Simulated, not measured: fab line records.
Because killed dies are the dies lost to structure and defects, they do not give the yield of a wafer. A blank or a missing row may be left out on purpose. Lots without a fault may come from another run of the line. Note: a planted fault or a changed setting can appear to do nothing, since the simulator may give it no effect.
Which tool was responsible? + flow gf180mcu + 14 lots, 42 wafers sampled, at 3 steps of a route of 602

WHAT EACH GAUGE READ, for each wafer
GF_POLY_GATE_THK_MEAS_01.
| lot  | measured     | on            | POLY_GATE_CVD_00_THK (nm) |
|------|--------------|---------------|---------------------------|
| L564 | day 8 12:14  | film-metro-04 | 200.6 198.1 198.3         |
| L565 | day 8 17:44  | film-metro-02 | 197.3 200.0 196.5         |
| L566 | day 8 21:55  | film-metro-04 | 198.7 199.0 198.5         |
| L567 | day 9 08:10  | film-metro-02 | 198.8 198.0 198.8         |
| L568 | day 9 18:53  | film-metro-03 | 201.8 202.6 200.3         |
| L569 | day 9 20:13  | film-metro-04 | 201.8 202.0 200.9         |
| L572 | day 10 18:40 | film-metro-03 | 200.6 200.9 200.9         |
| L573 | day 11 05:32 | film-metro-04 | 197.4 198.9 199.8         |
| L576 | day 12 02:02 | film-metro-04 | 199.7 198.7 197.6         |
| L578 | day 12 14:18 | film-metro-04 | 197.2 197.2 197.7         |
| L580 | day 13 07:10 | film-metro-04 | 200.2 199.0 201.4         |
| L581 | day 13 09:12 | film-metro-04 | 202.6 200.5 202.1         |
| L585 | day 14 15:10 | film-metro-02 | 200.8 200.4 201.2         |
| L586 | day 14 19:47 | film-metro-02 | 200.1 198.5 198.2         |

GF_POLY_GATE_CD_MEAS_10 targets a cd of 280 nm.
| lot  | measured     | on        | cd-nm (nm)        |
|------|--------------|-----------|-------------------|
| L564 | day 9 05:00  | cd-sem-02 | 280.8 281.5 280.2 |
| L565 | day 9 11:10  | cd-sem-02 | 280.3 279.8 279.3 |
| L566 | day 9 15:25  | cd-sem-02 | 279.2 278.4 279.4 |
| L567 | day 10 01:37 | cd-sem-01 | 281.0 280.9 281.0 |
| L568 | day 10 12:34 | cd-sem-02 | 280.0 280.0 279.9 |
| L569 | day 10 13:40 | cd-sem-02 | 280.7 280.4 279.2 |
| L572 | day 11 12:49 | cd-sem-02 | 281.1 280.6 280.6 |
| L573 | day 11 23:39 | cd-sem-01 | 283.2 282.3 282.5 |
| L576 | day 12 21:16 | cd-sem-01 | 280.4 280.4 279.9 |
| L578 | day 13 10:18 | cd-sem-01 | 280.7 281.4 281.1 |
| L580 | day 14 03:29 | cd-sem-01 | 279.2 279.4 279.8 |
| L581 | day 14 05:19 | cd-sem-01 | 282.4 282.2 282.7 |
| L585 | day 15 12:16 | cd-sem-01 | 279.4 280.5 279.2 |
| L586 | day 15 17:13 | cd-sem-02 | 280.0 279.1 279.2 |

GF_POLY_GATE_CD_MEAS_18.
| lot  | measured     | on        | cd-nm (nm)        |
|------|--------------|-----------|-------------------|
| L564 | day 9 07:29  | cd-sem-01 | 279.0 279.3 283.0 |
| L565 | day 9 13:05  | cd-sem-02 | 278.8 279.5 281.6 |
| L566 | day 9 17:24  | cd-sem-02 | 279.9 277.3 281.3 |
| L567 | day 10 03:20 | cd-sem-01 | 280.4 280.7 282.8 |
| L568 | day 10 15:50 | cd-sem-02 | 278.6 278.4 279.4 |
| L569 | day 10 15:56 | cd-sem-01 | 278.3 278.4 276.7 |
| L572 | day 11 14:46 | cd-sem-01 | 282.8 282.6 279.0 |
| L573 | day 12 01:59 | cd-sem-01 | 280.4 280.4 280.7 |
| L576 | day 12 23:03 | cd-sem-02 | 278.3 279.5 278.4 |
| L578 | day 13 12:02 | cd-sem-02 | 277.4 276.6 276.0 |
| L580 | day 14 09:31 | cd-sem-01 | 278.3 279.4 281.0 |
| L581 | day 14 09:29 | cd-sem-02 | 282.9 282.0 283.3 |
| L585 | day 15 13:59 | cd-sem-02 | 280.5 279.6 281.0 |
| L586 | day 15 18:59 | cd-sem-01 | 278.6 276.8 279.3 |

WHICH TOOL RAN EACH LOT (tool, then ch and the chambers of the sampled wafers, then the start)
Record: no process step prior to these readings.

AS READ BY THE TOOLS THEMSELVES (means over the sampled wafers that have a number; for cases with no such wafer, the mark the record gives instead)
The record holds no such reading with a usual standard deviation.

THE ANSWER, worked out from the rows above alone
Rule: what is usual is taken from the lots themselves. Put in order of their means at a reading, lots are off if they are a third of the lots or fewer, leave a main group of 4 or more, and stand apart from it by a gap of 3 or more times the standard deviation of the main group's means; of several such gaps the widest counts. Not used: any main group whose means are identical at the precision the tables above print for the reading. Also off: a lot with no number at a reading for which 4 or more lots have one. Where the step has rows for the other lots, those lots are counted as sound. After the gauges, taken in route order, come the tools' own readings; for these a lot's mean is taken, as printed above. At the first step where some lot is off, the reading lying furthest off is the one used; lots without a number count as furthest.
No lot is off at any reading shown: from this, nothing can be told.

WHAT HAD BEEN PUT IN BY THE SIMULATOR
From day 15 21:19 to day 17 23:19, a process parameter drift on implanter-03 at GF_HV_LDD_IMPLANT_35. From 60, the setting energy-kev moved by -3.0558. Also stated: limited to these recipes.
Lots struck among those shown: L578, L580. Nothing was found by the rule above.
